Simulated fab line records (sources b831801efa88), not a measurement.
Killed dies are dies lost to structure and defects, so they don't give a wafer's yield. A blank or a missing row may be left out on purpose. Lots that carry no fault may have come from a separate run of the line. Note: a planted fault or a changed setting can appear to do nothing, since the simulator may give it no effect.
Chamber matching || flow sky130 || SKY_VIA3_CMP_24 on cmp-02: 4 sister chambers
The step polishes, stops on SiO2, t overpolish 20 s, target thk 0 nm. 4 wafers are shown with their chamber, then 9 later ones without.

== EACH WAFER AND ITS CHAMBER ==
{"wafer": "L371.6", "chamber": 0, "motor-current-A (A)": 13.0}
{"wafer": "L374.1", "chamber": 3, "motor-current-A (A)": 11.2}
{"wafer": "L374.5", "chamber": 1, "motor-current-A (A)": 12.6}
{"wafer": "L374.6", "chamber": 2, "motor-current-A (A)": 10.3}

== WAFERS WHOSE CHAMBER IS MISSING ==
{"wafer": "L379.1", "motor-current-A (A)": 11.8}
{"wafer": "L379.2", "motor-current-A (A)": 13.0}
{"wafer": "L379.5", "motor-current-A (A)": 11.0}
{"wafer": "L380.2", "motor-current-A (A)": 10.2}
{"wafer": "L380.5", "motor-current-A (A)": 12.6}
{"wafer": "L380.6", "motor-current-A (A)": 11.8}
{"wafer": "L382.1", "motor-current-A (A)": 11.8}
{"wafer": "L382.3", "motor-current-A (A)": 10.8}
{"wafer": "L382.6", "motor-current-A (A)": 13.1}

== CHAMBER TAKEN BY EACH ==
{"wafer": "L379.1", "from the rows above": "can't be placed: 3 or 1 or 0", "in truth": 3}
{"wafer": "L379.2", "from the rows above": "can't be placed: 0 or 1", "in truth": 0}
{"wafer": "L379.5", "from the rows above": "can't be placed: 3 or 2", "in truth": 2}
{"wafer": "L380.2", "from the rows above": 2, "in truth": 2}
{"wafer": "L380.5", "from the rows above": "can't be placed: 1 or 0", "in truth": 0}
{"wafer": "L380.6", "from the rows above": "can't be placed: 3 or 1 or 0", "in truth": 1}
{"wafer": "L382.1", "from the rows above": "can't be placed: 3 or 1 or 0", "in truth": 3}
{"wafer": "L382.3", "from the rows above": "can't be placed: 3 or 2", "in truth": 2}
{"wafer": "L382.6", "from the rows above": "can't be placed: 0 or 1", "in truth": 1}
Placed correctly: 1 of 9. Can't be placed from these rows: 8 (the true chamber is among the candidates in 8). 0 placed wrongly.
How it was worked out, from the rows above alone: a wafer's distance from a chamber is the root of the sum, over the readings, of the square of ((its reading less the chamber's mean) divided by the reading's scatter). The wafer belongs to the nearest chamber; if the next one is less than 2 further off, it can't be placed. A chamber's mean is the mean of its shown wafers. The scatter: with one shown wafer a chamber, the root of the mean of the squares of how far each hidden wafer lies from its nearest shown one.
